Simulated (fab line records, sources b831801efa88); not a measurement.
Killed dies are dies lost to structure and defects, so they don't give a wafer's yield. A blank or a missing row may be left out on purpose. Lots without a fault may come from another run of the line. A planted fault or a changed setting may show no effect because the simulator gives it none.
Which tool did it? | flow gf180mcu | 6 lots, 18 wafers sampled, at 2 steps of a route of 602

WHAT THE GAUGES READ, wafer by wafer
GF_MVPSD_TW_MEAS_11.
lot  | measured     | on            | MVPSD_TW
L593 | day 5 13:44  | film_metro-04 | 558 554 554
L597 | day 6 20:22  | film_metro-02 | 555 555 556
L602 | day 7 21:28  | film_metro-02 | 610 609 612
L605 | day 8 12:29  | film_metro-01 | 561 561 562
L609 | day 9 10:14  | film_metro-02 | 556 551 552
L613 | day 10 13:36 | film_metro-01 | 556 561 553

WHICH TOOL RAN EACH LOT (tool, then ch and the chambers of the sampled wafers, then the start)
lot  | GF_MVPSD_IMPLANT_08
L593 | implanter-04 ch 0, day 5 13:20
L597 | implanter-02 ch 0, day 6 19:59
L602 | implanter-04 ch 0, day 7 21:05
L605 | implanter-02 ch 0, day 8 12:07
L609 | implanter-02 ch 0, day 9 09:52
L613 | implanter-02 ch 0, day 10 13:12
- GF_MVPSD_IMPLANT_08

THE ANSWER, worked out from the rows above alone
Rule: what is usual is taken from the lots themselves. Put in order of their means at a reading, lots are off if they are a third of the lots or fewer, leave a main group of 4 or more, and stand apart from it by a gap of 3 or more times the standard deviation of the main group's means; of several such gaps the widest counts. A main group whose means are all the same, to the digits that the tables above print for the reading, isn't used. A lot without any number at a reading at which 4 lots or more have one is off too. The other lots that the step has rows for count as sound.
Off: L602, at GF_MVPSD_TW_MEAS_11 (MVPSD_TW). The main group: mean 556, standard deviation 2.8.
A tool fits if, at a process step before that reading, it ran every lot that is off, and no sound lot after the first of them. The gauges at GF_MVPSD_TW_MEAS_11 are tried like those tools. One fits: implanter-04 at GF_MVPSD_IMPLANT_08. Its last sound lot is L593 (day 5 13:20), its first lot that is off L602 (day 7 21:05): a fault that began between those two fits.

WHAT THE SIMULATOR HAD PUT IN
Process parameter drift: implanter-04, from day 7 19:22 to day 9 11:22, at GF_MVPSD_IMPLANT_08. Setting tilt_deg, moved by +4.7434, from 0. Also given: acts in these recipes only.
Lots struck among those shown: L602. The rule above found the same.
